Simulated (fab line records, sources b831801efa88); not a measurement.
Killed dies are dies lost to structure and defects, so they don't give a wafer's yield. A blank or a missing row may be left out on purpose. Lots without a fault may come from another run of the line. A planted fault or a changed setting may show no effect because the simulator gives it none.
fab line records | flow sky130
record lots=24 wafers=72 last_day=50
route steps=708 shown POLY_GATE@218 SD_N@349 LI_CONTACT@375 LOCAL_INTERCONNECT@398 VIA1@472 PAD_OPEN@702
lots that met no fault: from a run of the same line without faults
start_h: hours from the record's first day to the start of the lot's first wafer shown | wait_h: hours since the lot's step before | " the same as in the row above | L1.1+2: a row that stands for several wafers | - no value, or no start given | * or withheld: withheld | < > ~ a bound
route shown NAME@n: a module of which the file shows steps, and the number in the route of the first | usual: mean/standard deviation of fault-free wafers | same: alike in all rows | chamber/n: place in a boat | sites: the reading at each site | _std_site: their standard deviation | _edge_site: outer sites' mean less inner sites' | radius_mm: how far each site lies from the wafer's centre | mask NAME#n: copy n | behind: the tool/chamber that last shaped the wafer | hold: why the lot was held/for how many hours/how that ended | device: the transistor (n, p or np) that didn't switch | end of line: the same wafers' tests at the end of the route | a step without rows: its recipe alone | killed: dies lost to structure and defects at the first sort, not the wafer's yield | map: a wafer's dies, x killed, . not, _ none there
set.NAME: the setting as run; set.NAME@STEP: as run at that earlier step | model.NAME: the simulator's own value behind a step, which no gauge read
steps of the route over a sample of lots; a table a step, a row a wafer
services: from which hour (start_h, from the record's first day; less than 0 if before it) a tool's chamber was out of use, for how many hours, and why
## steps
# step SKY_POLY_GATE_THK_MEAS_04
# recipe reads=Si3N4_of_POLY_GATE_CVD_03
# usual POLY_GATE_CVD_03_THK=74.9/0.66
# columns lot.wafer tool chamber start_h wait_h POLY_GATE_CVD_03_THK[nm]
L074.2 film_metro-03 - 344.71 0.0 75.1
L074.4 " - " " 75.6
L074.6 " - " " 74.8
L075.1 film_metro-01 - 351.88 0.0 75.5
L075.2 " - " " 75.5
L075.4 " - " " 76.1
L076.2 film_metro-01 - 356.24 0.0 75.5
L076.3 " - " " 75.6
L076.4 " - " " 75.3
L077.2 film_metro-03 - 361.73 0.0 74.9
L077.4 " - " " 75.6
L077.6 " - " " 75.1
L078.1 film_metro-04 - 372.71 0.0 73.9
L078.5 " - " " 74.3
L078.6 " - " " 74.4
L079.4 film_metro-03 - 381.76 0.0 75.3
L079.5 " - " " 74.7
L079.6 " - " " 75.3
L080.1 film_metro-03 - 387.13 0.0 74.5
L080.2 " - " " 74.0
L080.5 " - " " 74.7
L081.2 film_metro-01 - 400.64 0.0 75.7
L081.4 " - " " 76.2
L081.6 " - " " 75.2
L082.1 film_metro-01 - 410.19 0.0 75.8
L082.4 " - " " 75.1
L082.6 " - " " 75.1
L083.4 film_metro-01 - 422.63 0.0 74.9
L083.5 " - " " 74.6
L083.6 " - " " 75.7
L084.2 film_metro-03 - 427.99 0.0 76.1
L084.4 " - " " 76.1
L084.6 " - " " 76.2
L085.2 film_metro-01 - 438.89 0.0 74.7
L085.5 " - " " 74.3
L085.6 " - " " 74.9
L086.2 film_metro-04 - 447.12 0.0 75.1
L086.4 " - " " 75.0
L086.6 " - " " 75.0
L087.2 film_metro-04 - 460.92 0.0 73.7
L087.4 " - " " 74.4
L087.5 " - " " 74.6
L088.1 film_metro-04 - 463.98 0.0 75.2
L088.3 " - " " 75.2
L088.4 " - " " 74.9
L089.2 film_metro-01 - 476.29 0.0 74.8
L089.3 " - " " 75.1
L089.4 " - " " 74.6
L090.1 film_metro-03 - 479.33 0.0 74.7
L090.4 " - " " 75.3
L090.6 " - " " 74.8
L091.2 film_metro-03 - 485.48 0.0 74.4
L091.3 " - " " 75.0
L091.6 " - " " 74.9
L092.1 film_metro-03 - 491.39 0.0 74.4
L092.3 " - " " 74.5
L092.4 " - " " 74.7
L093.2 film_metro-04 - 497.52 0.0 73.9
L093.5 " - " " 73.7
L093.6 " - " " 73.6
L094.1 film_metro-01 - 507.35 0.0 75.6
L094.4 " - " " 75.6
L094.6 " - " " 75.4
L095.1 film_metro-03 - 519.23 0.0 75.1
L095.2 " - " " 75.0
L095.5 " - " " 75.4
L096.2 film_metro-03 - 532.09 0.0 74.1
L096.4 " - " " 73.2
L096.5 " - " " 73.5
L097.2 film_metro-04 - 538.41 0.0 74.7
L097.4 " - " " 74.9
L097.6 " - " " 74.9
# step SKY_SD_N_CD_MEAS_07
# recipe target_cd_nm=380
# usual cd_nm=380.9/2.8
# columns lot.wafer tool chamber start_h wait_h cd_nm
L074.2 cd_sem-01 - 653.68 0.1 378.7
L074.4 " - " " 379.0
L074.6 " - " " 380.0
L075.1 cd_sem-02 - 656.76 0.1 383.6
L075.2 " - " " 382.9
L075.4 " - " " 381.1
L076.2 cd_sem-01 - 660.29 0.1 384.8
L076.3 " - " " 381.7
L076.4 " - " " 384.5
L077.2 cd_sem-01 - 668.98 0.1 381.7
L077.4 " - " " 382.1
L077.6 " - " " 378.6
L078.1 cd_sem-02 - 675.76 0.1 379.2
L078.5 " - " " 382.1
L078.6 " - " " 376.0
L079.4 cd_sem-01 - 685.33 0.1 379.3
L079.5 " - " " 375.4
L079.6 " - " " 376.5
L080.1 cd_sem-02 - 690.26 0.1 375.4
L080.2 " - " " 377.5
L080.5 " - " " 376.4
L081.2 cd_sem-01 - 703.08 0.1 384.1
L081.4 " - " " 387.7
L081.6 " - " " 386.6
L082.1 cd_sem-01 - 713.06 0.1 381.5
L082.4 " - " " 382.3
L082.6 " - " " 381.7
L083.4 cd_sem-02 - 725.29 0.1 379.4
L083.5 " - " " 383.2
L083.6 " - " " 382.9
L084.2 cd_sem-02 - 726.44 0.1 380.2
L084.4 " - " " 386.1
L084.6 " - " " 382.2
L085.2 cd_sem-01 - 736.78 0.1 380.5
L085.5 " - " " 381.8
L085.6 " - " " 382.2
L086.2 cd_sem-02 - 743.63 0.1 379.0
L086.4 " - " " 378.1
L086.6 " - " " 376.1
L087.2 cd_sem-01 - 776.69 0.1 382.6
L087.4 " - " " 381.0
L087.5 " - " " 383.1
L088.1 cd_sem-02 - 777.21 0.1 381.7
L088.3 " - " " 382.3
L088.4 " - " " 381.0
L089.2 cd_sem-01 - 777.48 0.1 383.4
L089.3 " - " " 381.3
L089.4 " - " " 382.4
L090.1 cd_sem-02 - 778.66 0.1 383.9
L090.4 " - " " 385.4
L090.6 " - " " 385.2
L091.2 cd_sem-01 - 780.14 0.1 376.4
L091.3 " - " " 377.4
L091.6 " - " " 380.2
L092.1 cd_sem-01 - 782.51 0.1 383.7
L092.3 " - " " 382.6
L092.4 " - " " 381.2
L093.2 cd_sem-02 - 784.68 0.1 379.0
L093.5 " - " " 378.3
L093.6 " - " " 379.2
L094.1 cd_sem-01 - 795.92 0.1 375.8
L094.4 " - " " 379.0
L094.6 " - " " 378.5
L095.1 cd_sem-01 - 809.41 0.1 380.3
L095.2 " - " " 380.1
L095.5 " - " " 379.1
L096.2 cd_sem-02 - 821.24 0.1 382.0
L096.4 " - " " 381.3
L096.5 " - " " 381.8
L097.2 cd_sem-01 - 822.88 0.1 377.3
L097.4 " - " " 379.0
L097.6 " - " " 377.1
# step SKY_LI_CONTACT_OVL_MEAS_13
# usual LI_CONTACT_OVL=3/5.5
# columns lot.wafer tool chamber start_h wait_h LI_CONTACT_OVL[nm]
L074.2 overlay-02 - 683.98 0.1 2
L074.4 " - " " 12
L074.6 " - " " 8
L075.1 overlay-01 - 685.70 0.1 7
L075.2 " - " " 2
L075.4 " - " " 4
L076.2 overlay-02 - 688.65 0.1 7
L076.3 " - " " 7
L076.4 " - " " 4
L077.2 overlay-02 - 699.33 0.1 -6
L077.4 " - " " -4
L077.6 " - " " -9
L078.1 overlay-01 - 706.00 0.1 -3
L078.5 " - " " -6
L078.6 " - " " -3
L079.4 overlay-01 - 716.72 0.1 2
L079.5 " - " " 2
L079.6 " - " " 1
L080.1 overlay-02 - 720.53 0.1 7
L080.2 " - " " 8
L080.5 " - " " 0
L081.2 overlay-02 - 732.88 0.1 1
L081.4 " - " " -3
L081.6 " - " " -6
L082.1 overlay-01 - 742.13 0.1 -4
L082.4 " - " " -3
L082.6 " - " " 0
L083.4 overlay-01 - 754.30 0.1 3
L083.5 " - " " -1
L083.6 " - " " 4
L084.2 overlay-02 - 755.08 0.1 3
L084.4 " - " " 19
L084.6 " - " " 10
L085.2 overlay-02 - 765.35 0.1 -1
L085.5 " - " " 2
L085.6 " - " " 11
L086.2 overlay-01 - 772.48 0.1 1
L086.4 " - " " 8
L086.6 " - " " 5
L087.2 overlay-01 - 805.63 0.1 13
L087.4 " - " " 2
L087.5 " - " " 12
L088.1 overlay-02 - 806.23 0.1 10
L088.3 " - " " 5
L088.4 " - " " 7
L089.2 overlay-02 - 806.58 0.1 8
L089.3 " - " " 4
L089.4 " - " " 7
L090.1 overlay-02 - 807.53 0.1 -2
L090.4 " - " " -5
L090.6 " - " " -4
L091.2 overlay-02 - 809.08 0.1 4
L091.3 " - " " -1
L091.6 " - " " -2
L092.1 overlay-02 - 810.83 0.1 -6
L092.3 " - " " 1
L092.4 " - " " -1
L093.2 overlay-02 - 812.93 0.1 0
L093.5 " - " " 6
L093.6 " - " " 6
L094.1 overlay-02 - 824.03 0.1 16
L094.4 " - " " 3
L094.6 " - " " 9
L095.1 overlay-02 - 836.95 0.1 7
L095.2 " - " " 8
L095.5 " - " " 2
L096.2 overlay-01 - 848.98 0.1 11
L096.4 " - " " 12
L096.5 " - " " 12
L097.2 overlay-01 - 850.11 0.1 -1
L097.4 " - " " -5
L097.6 " - " " -4
# step SKY_LOCAL_INTERCONNECT_CD_MEAS_11
# recipe target_cd_nm=170
# usual cd_nm=170.0/1.6
# columns lot.wafer tool chamber start_h wait_h cd_nm
L074.2 cd_sem-02 - 713.74 - 170.8
L074.4 " - " " 169.7
L074.6 " - " " 171.3
L075.1 cd_sem-01 - 715.31 - 169.9
L075.2 " - " " 169.8
L075.4 " - " " 170.8
L076.2 cd_sem-01 - 717.94 - 170.6
L076.3 " - " " 171.0
L076.4 " - " " 170.1
L077.2 cd_sem-02 - 729.12 - 169.8
L077.4 " - " " 168.7
L077.6 " - " " 168.4
L078.1 cd_sem-02 - 735.28 - 167.2
L078.5 " - " " 168.3
L078.6 " - " " 168.3
L079.4 cd_sem-02 - 745.42 - 171.2
L079.5 " - " " 170.9
L079.6 " - " " 172.1
L080.1 cd_sem-01 - 749.46 - 171.3
L080.2 " - " " 172.2
L080.5 " - " " 171.3
L081.2 cd_sem-01 - 761.20 - 167.7
L081.4 " - " " 168.8
L081.6 " - " " 167.8
L082.1 cd_sem-02 - 770.02 - 171.0
L082.4 " - " " 172.7
L082.6 " - " " 172.1
L083.4 cd_sem-01 - 783.29 - 171.3
L083.5 " - " " 171.1
L083.6 " - " " 169.8
L084.2 cd_sem-01 - 783.60 - 170.6
L084.4 " - " " 170.8
L084.6 " - " " 170.7
L085.2 cd_sem-01 - 794.67 - 170.0
L085.5 " - " " 171.0
L085.6 " - " " 168.8
L086.2 cd_sem-01 - 799.74 - 169.1
L086.4 " - " " 169.8
L086.6 " - " " 171.4
L087.2 cd_sem-01 - 833.28 - 169.2
L087.4 " - " " 167.5
L087.5 " - " " 169.4
L088.1 cd_sem-02 - 833.61 - 168.8
L088.3 " - " " 166.9
L088.4 " - " " 169.1
L089.2 cd_sem-01 - 833.80 - 172.2
L089.3 " - " " 171.4
L089.4 " - " " 171.6
L090.1 cd_sem-02 - 835.08 - 167.6
L090.4 " - " " 166.8
L090.6 " - " " 165.5
L091.2 cd_sem-01 - 836.68 - 172.0
L091.3 " - " " 171.2
L091.6 " - " " 171.8
L092.1 cd_sem-02 - 837.47 - 169.0
L092.3 " - " " 169.7
L092.4 " - " " 168.9
L093.2 cd_sem-02 - 840.49 - 169.9
L093.5 " - " " 170.4
L093.6 " - " " 169.9
L094.1 cd_sem-02 - 851.22 - 172.1
L094.4 " - " " 171.7
L094.6 " - " " 171.4
L095.1 cd_sem-02 - 864.21 - 168.0
L095.2 " - " " 169.5
L095.5 " - " " 171.3
L096.2 cd_sem-01 - 876.83 - 168.3
L096.4 " - " " 169.9
L096.5 " - " " 169.2
L097.2 cd_sem-01 - 877.49 - 168.6
L097.4 " - " " 169.8
L097.6 " - " " 169.6
# step SKY_VIA1_ETCH_14
# recipe chemistry=N2/H2 target=BARC ion_energy_ev=200 source_w=500 bias_w=100 pressure_mtorr=30 n2_flow_sccm=100 h2_flow_sccm=200 stop_on=SiO2 time_s=45.9 target_depth_a=600
# usual drypump_motor_current_A=5.5/0.5 oes_product_au=0.854/0.0046 throttle_valve_pct=13.225/0.0086
# columns lot.wafer tool chamber start_h wait_h drypump_motor_current_A oes_product_au rf_hours_counter_h throttle_valve_pct
L074.2 rie_diel-03 0 798.81 0.0 4.6 0.854 4 13.237
L074.4 " 1 " " 5.0 0.866 3 13.216
L074.6 " 0 " " 4.6 0.849 - 13.234
L075.1 rie_diel-03 1 800.11 0.0 5.0 0.856 3 13.229
L075.2 " 0 " " 4.6 0.851 4 13.238
L075.4 " 2 " " 6.0 0.861 10 13.224
L076.2 rie_diel-04 3 802.86 0.0 5.9 0.860 18 13.235
L076.3 " 0 " " 5.7 0.859 2 13.233
L076.4 " 2 " " 6.3 0.864 - 13.236
L077.2 rie_diel-04 0 814.56 0.0 5.7 0.853 3 13.230
L077.4 " 2 " " 6.2 0.848 8 13.240
L077.6 " 1 " " 5.1 0.858 - 13.229
L078.1 rie_diel-04 3 822.41 0.0 5.9 0.857 19 13.214
L078.5 " 3 " " 5.9 0.853 - 13.230
L078.6 " 2 " " 6.2 0.858 - 13.224
L079.4 rie_diel-04 1 828.94 0.0 5.1 0.854 1 13.224
L079.5 " 1 " " 5.1 0.865 - 13.221
L079.6 " 0 " " 5.7 0.854 - 13.232
L080.1 rie_diel-04 3 834.29 0.0 5.9 0.857 20 13.212
L080.2 " 0 " " 5.7 0.852 4 13.212
L080.5 " 1 " " 5.1 0.851 - 13.239
L081.2 rie_diel-04 1 845.06 0.0 5.1 0.856 1 13.222
L081.4 " 0 " " 5.7 0.851 4 13.231
L081.6 " 2 " " 6.2 0.855 - 13.239
L082.1 rie_diel-03 3 852.91 0.0 5.9 0.854 20 13.218
L082.4 " 1 " " 5.0 0.862 5 13.232
L082.6 " 3 " " 5.9 0.851 - 13.203
L083.4 rie_diel-02 2 867.54 0.0 5.5 0.848 20 13.213
L083.5 " 2 " " 5.5 0.855 - 13.225
L083.6 " 3 " " 5.2 0.862 - 13.232
L084.2 rie_diel-04 3 867.56 0.0 5.9 0.861 20 13.209
L084.4 " 2 " " 6.2 0.844 9 13.220
L084.6 " 0 " " 5.7 0.855 - 13.209
L085.2 rie_diel-03 2 877.91 0.0 5.9 0.856 12 13.222
L085.5 " 0 " " 4.6 0.855 - 13.233
L085.6 " 3 " " 5.8 0.851 - 13.231
L086.2 rie_diel-02 2 883.36 0.0 5.5 0.854 21 13.231
L086.4 " 3 " " 5.2 0.850 12 13.217
L086.6 " 0 " " 4.8 0.850 - 13.220
L087.2 rie_diel-04 0 915.06 0.0 5.7 0.848 6 13.223
L087.4 " 3 " " 5.9 0.854 22 13.231
L087.5 " 2 " " 6.2 0.852 - 13.239
L088.1 rie_diel-03 0 916.01 0.0 4.6 0.855 8 13.223
L088.3 " 2 " " 6.0 0.858 14 13.237
L088.4 " 1 " " 5.0 0.859 6 13.218
L089.2 rie_diel-04 3 916.36 0.0 5.9 0.854 22 13.219
L089.3 " 2 " " 6.3 0.858 10 13.227
L089.4 " 1 " " 5.1 0.854 3 13.232
L090.1 rie_diel-03 2 916.71 0.0 6.0 0.858 14 13.227
L090.4 " 3 " " 5.8 0.859 23 13.216
L090.6 " 2 " " 6.0 0.857 - 13.220
L091.2 rie_diel-02 1 917.06 0.0 5.6 0.854 10 13.223
L091.3 " 3 " " 5.2 0.859 13 13.229
L091.6 " 2 " " 5.5 0.853 - 13.226
L092.1 rie_diel-03 1 919.81 0.0 5.0 0.861 6 13.224
L092.3 " 3 " " 5.8 0.857 23 13.229
L092.4 " 2 " " 6.0 0.851 14 13.210
L093.2 rie_diel-02 1 923.06 0.0 5.6 0.850 10 13.233
L093.5 " 2 " " 5.5 0.859 - 13.234
L093.6 " 1 " " 5.6 0.850 - 13.228
L094.1 rie_diel-04 1 932.24 0.0 5.1 0.852 4 13.225
L094.4 " 3 " " 5.9 0.854 22 13.218
L094.6 " 1 " " 5.1 0.851 - 13.240
L095.1 rie_diel-03 2 944.56 0.0 6.0 0.854 14 13.225
L095.2 " 3 " " 5.8 0.859 23 13.217
L095.5 " 3 " " 5.8 0.855 - 13.232
L096.2 rie_diel-04 2 955.16 0.0 6.2 0.856 11 13.227
L096.4 " 0 " " 5.7 0.851 7 13.223
L096.5 " 0 " " 5.7 0.856 - 13.233
L097.2 rie_diel-03 1 955.71 0.0 5.0 0.860 7 13.218
L097.4 " 0 " " 4.6 0.849 9 13.220
L097.6 " 0 " " 4.6 0.862 - 13.227
# step SKY_PAD_OPEN_STRIP_08
# recipe chemistry=O2/N2 power_w=1400 pressure_mtorr=1500 platen_temp_c=withheld overash_fraction=0.7 o2_flow_sccm=3000 n2_flow_sccm=300
# usual drypump_motor_current_A=5.7/0.41 oes_product_au=0.663/0.0042 strip_time_to_endpoint_s=37.07/0.11
# columns lot.wafer tool chamber start_h wait_h drypump_motor_current_A oes_product_au rf_hours_counter_h strip_time_to_endpoint_s
L074.2 plasma_asher-01 0 1079.42 0.1 6.1 0.663 1 36.91
L074.4 " 0 " " 6.1 0.659 - 37.06
L074.6 " 0 " " 6.1 0.667 - 37.12
L075.1 plasma_asher-04 1 1082.46 0.1 5.7 0.668 64 37.13
L075.2 " 0 " " 5.9 0.664 64 37.05
L075.4 " 1 " " 5.7 0.661 - 37.03
L076.2 plasma_asher-03 0 1084.26 0.1 5.2 0.660 100 37.09
L076.3 " 0 " " 5.2 0.657 - 37.06
L076.4 " 1 " " 6.3 0.667 - 37.04
L077.2 plasma_asher-03 0 1092.42 0.1 5.2 0.664 101 37.05
L077.4 " 0 " " 5.2 0.662 - 37.04
L077.6 " 1 " " 6.3 0.664 - 36.96
L078.1 plasma_asher-01 1 1096.51 0.1 5.2 0.659 3 36.99
L078.5 " 0 " " 6.2 0.659 - 37.12
L078.6 " 1 " " 5.2 0.662 - 37.08
L079.4 plasma_asher-01 1 1105.00 0.1 5.2 0.657 - 37.13
L079.5 " 1 " " 5.2 0.658 - 37.00
L079.6 " 0 " " 6.1 0.665 - 37.07
L080.1 plasma_asher-03 1 1107.07 0.1 6.3 0.662 102 37.01
L080.2 " 0 " " 5.2 0.664 102 37.00
L080.5 " 1 " " 6.3 0.660 - 36.96
L081.2 plasma_asher-03 0 1115.37 0.1 5.2 0.657 103 36.94
L081.4 " 0 " " 5.2 0.661 - 37.07
L081.6 " 1 " " 6.3 0.670 - 37.04
L082.1 plasma_asher-01 1 1121.27 0.1 5.2 0.658 5 37.07
L082.4 " 1 " " 5.2 0.664 - 36.95
L082.6 " 0 " " 6.1 0.664 - 36.92
L083.4 plasma_asher-04 0 1132.16 0.1 5.9 0.666 - 37.16
L083.5 " 0 " " 5.9 0.664 - 37.09
L083.6 " 1 " " 5.8 0.667 - 37.05
L084.2 plasma_asher-01 0 1133.32 0.1 6.1 0.657 7 36.83
L084.4 " 0 " " 6.1 0.672 - 36.92
L084.6 " 1 " " 5.2 0.664 - 36.90
L085.2 plasma_asher-03 1 1139.67 0.1 6.3 0.660 104 37.12
L085.5 " 1 " " 6.3 0.667 - 37.06
L085.6 " 0 " " 5.2 0.662 - 37.09
L086.2 plasma_asher-04 1 1140.82 0.1 5.7 0.668 70 37.00
L086.4 " 1 " " 5.7 0.664 - 36.98
L086.6 " 0 " " 5.9 0.660 - 36.81
L087.2 plasma_asher-01 0 1165.87 0.1 6.1 0.665 10 37.13
L087.4 " 0 " " 6.1 0.666 - 37.10
L087.5 " 0 " " 6.1 0.663 - 37.10
L088.1 plasma_asher-04 1 1167.62 0.1 5.7 0.669 73 37.20
L088.3 " 0 " " 6.0 0.665 - 37.09
L088.4 " 1 " " 5.8 0.656 - 37.16
L089.2 plasma_asher-04 0 1168.77 0.1 5.9 0.661 73 37.17
L089.3 " 0 " " 5.9 0.655 - 37.31
L089.4 " 1 " " 5.7 0.668 - 37.36
L090.1 plasma_asher-03 1 1169.32 0.1 6.3 0.661 107 36.99
L090.4 " 1 " " 6.3 0.660 - 37.01
L090.6 " 0 " " 5.2 0.659 - 37.11
L091.2 plasma_asher-04 0 1170.72 0.1 5.9 0.665 73 37.10
L091.3 " 0 " " 5.9 0.665 - 37.07
L091.6 " 1 " " 5.7 0.659 - 37.09
L092.1 plasma_asher-03 0 1172.07 0.1 5.2 0.665 107 37.24
L092.3 " 0 " " 5.2 0.670 - 37.31
L092.4 " 1 " " 6.3 0.661 - 37.20
L093.2 plasma_asher-01 1 1174.02 0.1 5.2 0.663 11 37.07
L093.5 " 1 " " 5.2 0.665 - 37.16
L093.6 " 0 " " 6.1 0.657 - 37.15
L094.1 plasma_asher-04 1 1179.17 0.1 5.7 0.674 74 36.80
L094.4 " 1 " " 5.7 0.658 - 36.94
L094.6 " 0 " " 5.9 0.669 - 36.94
L095.1 plasma_asher-04 0 1188.37 0.1 5.9 0.663 75 37.16
L095.2 " 1 " " 5.7 0.667 75 37.19
L095.5 " 1 " " 5.7 0.666 - 37.17
L097.2 plasma_asher-01 0 1195.17 0.1 6.1 0.661 13 37.08
L097.4 " 1 " " 5.2 0.652 - 37.05
L097.6 " 0 " " 6.1 0.658 - 37.13
L096.2 plasma_asher-01 0 1195.82 0.1 6.1 0.666 13 37.13
L096.4 " 0 " " 6.1 0.658 - 37.16
L096.5 " 1 " " 5.2 0.667 - 37.25
## services
# columns tool chamber start_h hours kind
rie_diel-02 3 779.24 21.8 repair
plasma_asher-03 - 784.93 2.4 repair
rie_diel-02 1 786.98 3.2 repair
rie_diel-04 1 789.75 18.6 repair
rie_diel-04 3 794.01 5.3 repair
rie_diel-02 1 837.53 7.4 repair
rie_diel-03 1 892.73 11.7 repair
plasma_asher-04 - 906.97 2.8 pm
rie_diel-02 2 935.33 3.2 repair
rie_diel-03 1 937.90 12.2 repair
rie_diel-02 1 963.45 19.8 repair
rie_diel-03 3 974.65 4.4 repair
rie_diel-04 - 990.30 0.2 repair
rie_diel-04 0 1019.98 5.1 repair
plasma_asher-01 - 1055.25 9.0 pm
rie_diel-03 - 1055.76 4.3 pm
rie_diel-04 2 1058.62 10.3 repair
rie_diel-04 1 1078.67 5.6 repair
rie_diel-02 3 1090.30 11.7 repair
rie_diel-02 - 1101.01 2.8 repair
plasma_asher-03 - 1125.95 10.0 pm
rie_diel-02 2 1128.01 2.8 repair
plasma_asher-01 - 1147.78 1.1 repair
plasma_asher-03 - 1153.10 1.7 repair
## key
fault none
